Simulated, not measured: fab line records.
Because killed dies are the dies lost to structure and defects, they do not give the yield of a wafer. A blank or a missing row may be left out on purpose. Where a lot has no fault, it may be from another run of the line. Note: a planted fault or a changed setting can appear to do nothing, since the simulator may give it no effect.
fab line records ; flow sky130
[record] lots = 6; wafers = 18; last_day = 50
route steps=708 shown LDD_N@249 LDD_P@255 PAD_OPEN@708
lots untouched by any fault: they come from a run of this same line in which no faults occurred
start_h: hours from the record's opening day to when the first of the lot's shown wafers began ; wait_h: time in hours since the lot's previous step ; " the same as in the row above ; L1.1+2: one row covering several wafers at once ; - value missing, or start not given ; * or withheld: withheld ; < > ~ a bound
route shown NAME@n: NAME is a module with steps in the file, n the number in the route of the first one ; usual: mean and standard deviation over wafers with no fault ; same: alike in all rows ; chamber/n: place in a boat ; sites: per-site readings ; _std_site: how widely they spread, as a standard deviation ; _edge_site: inner sites' mean taken away from outer sites' mean ; radius_mm: how far each site lies from the wafer's centre ; mask NAME#n: copy n ; behind: the tool/chamber that last shaped the wafer ; hold: why the lot went on hold/how many hours it stayed there/how the hold came to an end ; device: transistor that didn't switch, given as n, p or np ; end of line: tests run on the same wafers once the route is complete ; where a step has no rows: the recipe by itself ; killed: dies lost to structure and defects at the first sort, not the wafer's yield ; map: the dies of a wafer, with x for killed, . for not killed, _ for no die there
set.NAME: the setting that was run; set.NAME@STEP: the one run at that earlier step ; model.NAME: the simulator's own value behind a step, which no gauge read
lots at some steps of the route; a table a step, a row a wafer
services: from which hour (start_h, from the record's first day; less than 0 if before it) a tool's chamber was out of use, for how many hours, and why
[[steps]]
[step SKY_LDD_N_IMPLANT_12]
[recipe] species = BF2; energy_kev = 50; dose_cm2 = 5e+12; tilt_deg = 30; rotation_deg = 0
[step SKY_LDD_N_IMPLANT_13]
[recipe] species = BF2; energy_kev = 50; dose_cm2 = 5e+12; tilt_deg = 30; rotation_deg = 90
[step SKY_LDD_N_IMPLANT_14]
[recipe] species = BF2; energy_kev = 50; dose_cm2 = 5e+12; tilt_deg = 30; rotation_deg = 180
[step SKY_LDD_N_IMPLANT_15]
[recipe] species = BF2; energy_kev = 50; dose_cm2 = 5e+12; tilt_deg = 30; rotation_deg = 270
[step SKY_LDD_N_STRIP_16]
[recipe] chemistry = O2/N2; power_w = 1400; pressure_mtorr = 1500; platen_temp_c = withheld; o2_flow_sccm = 3000; n2_flow_sccm = 300; overash_fraction = 0.5
[usual] drypump_motor_current_A = 5.7/0.46; oes_product_au = 0.406/0.0041; strip_time_to_endpoint_s = 4.305/0.014
lot.wafer;tool;chamber;start_h;wait_h;drypump_motor_current_A;oes_product_au;rf_hours_counter_h;strip_time_to_endpoint_s
L601.2;plasma_asher-01;1;406.45;0.1;5.5;0.407;72;4.305
L601.3;plasma_asher-01;0;406.45;0.1;5.0;0.407;-;4.294
L601.6;plasma_asher-01;0;406.45;0.1;5.0;0.409;-;4.291
L606.1;plasma_asher-01;0;465.14;0.1;4.9;0.405;3;4.306
L606.2;plasma_asher-01;1;465.14;0.1;5.5;0.405;3;4.288
L606.4;plasma_asher-01;1;465.14;0.1;5.5;0.409;-;4.303
L611.1;plasma_asher-02;0;504.15;0.1;6.2;0.395;84;4.292
L611.2;plasma_asher-02;1;504.15;0.1;5.8;0.404;84;4.279
L611.5;plasma_asher-02;1;504.15;0.1;5.8;0.411;-;4.294
L612.2;plasma_asher-02;1;511.49;0.1;5.8;0.404;84;4.277
L612.3;plasma_asher-02;1;511.49;0.1;5.8;0.407;-;4.294
L612.5;plasma_asher-02;1;511.49;0.1;5.8;0.409;-;4.303
L613.2;plasma_asher-04;0;519.14;0.1;6.4;0.413;66;4.302
L613.3;plasma_asher-04;0;519.14;0.1;6.3;0.410;-;4.298
L613.6;plasma_asher-04;0;519.14;0.1;6.3;0.410;-;4.300
L622.1;plasma_asher-02;0;592.50;0.1;6.2;0.406;93;4.308
L622.5;plasma_asher-02;1;592.50;0.1;5.8;0.402;-;4.311
L622.6;plasma_asher-02;0;592.50;0.1;6.2;0.405;-;4.301
[step SKY_LDD_N_TW_MEAS_17]
[usual] LDD_N_TW = 2598/27
lot.wafer;tool;chamber;start_h;wait_h;LDD_N_TW
L601.2;film_metro-02;-;406.56;0.1;2622
L601.3;film_metro-02;-;406.56;0.1;2634
L601.6;film_metro-02;-;406.56;0.1;2632
L606.1;film_metro-02;-;465.24;0.1;2652
L606.2;film_metro-02;-;465.24;0.1;2645
L606.4;film_metro-02;-;465.24;0.1;2652
L611.1;film_metro-03;-;504.25;0.1;2575
L611.2;film_metro-03;-;504.25;0.1;2564
L611.5;film_metro-03;-;504.25;0.1;2587
L612.2;film_metro-03;-;511.60;0.1;2570
L612.3;film_metro-03;-;511.60;0.1;2581
L612.5;film_metro-03;-;511.60;0.1;2565
L613.2;film_metro-04;-;519.25;0.1;2605
L613.3;film_metro-04;-;519.25;0.1;2590
L613.6;film_metro-04;-;519.25;0.1;2610
L622.1;film_metro-03;-;592.60;0.1;2565
L622.5;film_metro-03;-;592.60;0.1;2574
L622.6;film_metro-03;-;592.60;0.1;2590
[step SKY_LDD_P_DEHYDRATE_00]
[recipe] temp_c = 200; time_s = 60
[step SKY_LDD_P_HMDS_01]
[recipe] prime_time_s = 60; prime_temp_c = 120
[step SKY_LDD_P_COAT_02]
[recipe] resist = NOVOLAK; spin_rpm = 3000; resist_thk_nm = 1159
[step SKY_LDD_P_SOFTBAKE_03]
[recipe] temp_c = 90; time_s = 60; resist = NOVOLAK
[step SKY_LDD_P_EXPOSE_04]
[recipe] mask_id = PSDM; na = 0.6; source_shape = conventional; sigma_outer = 0.6; polarization = unpolarized; target_cd_nm = 380; dose_mj = 138
[step SKY_LDD_P_PEB_05]
[recipe] temp_c = withheld; time_s = *; resist = NOVOLAK
[step SKY_LDD_P_DEVELOP_06]
[recipe] resist = NOVOLAK; developer = TMAH; develop_time_s = 60; dev_temp_c = 23
[usual] developer_temp_C = 23.00/0.11
lot.wafer;tool;chamber;start_h;wait_h;developer_temp_C
L601.2;litho_track-03;0;435.99;0.1;22.86
L601.3;litho_track-03;0;435.99;0.1;23.06
L601.6;litho_track-03;0;435.99;0.1;22.99
L606.1;litho_track-04;0;495.80;0.1;23.12
L606.2;litho_track-04;0;495.80;0.1;23.00
L606.4;litho_track-04;0;495.80;0.1;23.12
L611.1;litho_track-03;0;533.71;0.1;23.02
L611.2;litho_track-03;0;533.71;0.1;23.04
L611.5;litho_track-03;0;533.71;0.1;22.87
L612.2;litho_track-04;0;541.02;0.1;25.47
L612.3;litho_track-04;0;541.02;0.1;25.37
L612.5;litho_track-04;0;541.02;0.1;25.10
L613.2;litho_track-04;0;548.37;0.1;25.23
L613.3;litho_track-04;0;548.37;0.1;25.29
L613.6;litho_track-04;0;548.37;0.1;25.18
L622.1;litho_track-02;0;622.09;0.1;22.96
L622.5;litho_track-02;0;622.09;0.1;23.18
L622.6;litho_track-02;0;622.09;0.1;23.06
[step SKY_LDD_P_CD_MEAS_07]
[recipe] target_cd_nm = 380
[usual] cd_nm = 380.3/2.5
lot.wafer;tool;chamber;start_h;wait_h;cd_nm
L601.2;cd_sem-01;-;436.13;0.1;379.4
L601.3;cd_sem-01;-;436.13;0.1;377.5
L601.6;cd_sem-01;-;436.13;0.1;377.8
L606.1;cd_sem-01;-;495.98;0.2;379.7
L606.2;cd_sem-01;-;495.98;0.2;381.8
L606.4;cd_sem-01;-;495.98;0.2;380.1
L611.1;cd_sem-01;-;533.86;0.1;380.3
L611.2;cd_sem-01;-;533.86;0.1;379.4
L611.5;cd_sem-01;-;533.86;0.1;379.7
L612.2;cd_sem-01;-;541.17;0.1;372.9
L612.3;cd_sem-01;-;541.17;0.1;373.6
L612.5;cd_sem-01;-;541.17;0.1;371.9
L613.2;cd_sem-01;-;548.52;0.1;374.4
L613.3;cd_sem-01;-;548.52;0.1;372.1
L613.6;cd_sem-01;-;548.52;0.1;373.7
L622.1;cd_sem-01;-;622.24;0.1;374.7
L622.5;cd_sem-01;-;622.24;0.1;376.5
L622.6;cd_sem-01;-;622.24;0.1;377.2
[step SKY_LDD_P_OVL_MEAS_08]
[usual] LDD_P_OVL = -0.4/1.4
lot.wafer;tool;chamber;start_h;wait_h;LDD_P_OVL[nm]
L601.2;overlay-02;-;436.24;0.1;-0.7
L601.3;overlay-02;-;436.24;0.1;-2.5
L601.6;overlay-02;-;436.24;0.1;-1.1
L606.1;overlay-02;-;496.10;0.1;-0.1
L606.2;overlay-02;-;496.10;0.1;-0.9
L606.4;overlay-02;-;496.10;0.1;-0.4
L611.1;overlay-01;-;533.98;0.1;0.7
L611.2;overlay-01;-;533.98;0.1;-0.8
L611.5;overlay-01;-;533.98;0.1;1.2
L612.2;overlay-02;-;541.27;0.1;-1.5
L612.3;overlay-02;-;541.27;0.1;0.6
L612.5;overlay-02;-;541.27;0.1;0.2
L613.2;overlay-01;-;548.62;0.1;-1.9
L613.3;overlay-01;-;548.62;0.1;-1.9
L613.6;overlay-01;-;548.62;0.1;-1.3
L622.1;overlay-02;-;622.36;0.1;0.4
L622.5;overlay-02;-;622.36;0.1;1.4
L622.6;overlay-02;-;622.36;0.1;-0.5
[step SKY_PAD_OPEN_PROBE_99]
[usual] killed_at_M0_to_M3 = 43/6.9; killed_at_M4_up = 3.2/2; killed_at_contacts = 25/5.1; killed_at_front_end = 15/4.5; killed_at_other = 0.2/0.51; killed_dies = 85/9.5; killed_open = 48/6.9; killed_short = 38/6.7
[same] gross_dies = 492; killed_at_back_side = 0
lot.wafer;tool;chamber;start_h;wait_h;killed_at_M0_to_M3;killed_at_M4_up;killed_at_contacts;killed_at_front_end;killed_at_other;killed_dies;killed_open;killed_short
L613.2;prober-01;-;1150.06;0.1;43;1;16;17;0;77;44;33
L613.3;prober-01;-;1150.11;0.2;37;6;32;14;0;89;53;36
L613.6;prober-01;-;1150.26;0.2;43;3;19;16;1;82;54;28
// killed by level:class
L613.2 VIA1:geometric_particle:open=12 VIA3:geometric_particle:open=7 VIA1:geometric_particle:short=7 CONTACT:geometric_particle:open=6 CONTACT:geometric_particle:short=5 SPACER:geometric_particle:open=4 FIELD_ISO:geometric_particle:open=3 METAL1:geometric_particle:short=3
L613.3 CONTACT:geometric_particle:open=11 VIA1:geometric_particle:open=10 LI_CONTACT:geometric_particle:open=8 CONTACT:geometric_particle:short=6 VIA2:geometric_particle:open=6 LOCAL_INTERCONNECT:geometric_particle:short=5 VIA3:geometric_particle:open=5 FIELD_ISO:geometric_particle:open=4
L613.6 VIA1:geometric_particle:open=12 VIA1:geometric_particle:short=8 VIA3:geometric_particle:open=8 CONTACT:geometric_particle:open=6 VIA2:geometric_particle:open=6 FIELD_ISO:geometric_particle:short=4 LI_CONTACT:geometric_particle:open=4 FIELD_ISO:geometric_particle:open=3
[[services]]
tool;chamber;start_h;hours;kind
plasma_asher-04;-;407.49;2.8;pm
plasma_asher-01;-;421.25;9.0;pm
plasma_asher-01;0;421.25;9.0;vent_cycle
plasma_asher-01;1;421.25;9.0;vent_cycle
plasma_asher-01;0;430.25;-;clean
plasma_asher-01;1;430.25;-;clean
plasma_asher-04;-;490.14;3.5;repair
plasma_asher-01;-;518.74;0.4;repair
[[key]]
[first_sign] step = SKY_LDD_P_DEVELOP_06; reading = developer_temp_C; direction = up; sigmas = 20; usual = *; struck = *
[effect] step = SKY_LDD_P_CD_MEAS_07; reading = cd_nm; direction = down; sigmas = 2.9; usual = 380.3; struck = 373.1
met_at SKY_LDD_P_DEVELOP_06
struck_wafers L612.2,L612.3,L612.5,L613.2,L613.3,L613.6
tester_left_out L612,L613
onset_between 495.80 541.02
[fault] kind = process_parameter_drift; tool = litho_track-04; chamber = -; onset_h = 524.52; steps = SKY_LDD_P_DEVELOP_06; channel = dev_temp_c; offset = *; shape = step; end_h = 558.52; acts_in = *; stated = *
// tester_left_out: of these lots the tester's yield and bins aren't shown, on N5 and GAA mostly nor the transistor test; their killed dies are dies lost to structure and defects alone, not to doping, threshold or leakage, so they don't give the yield
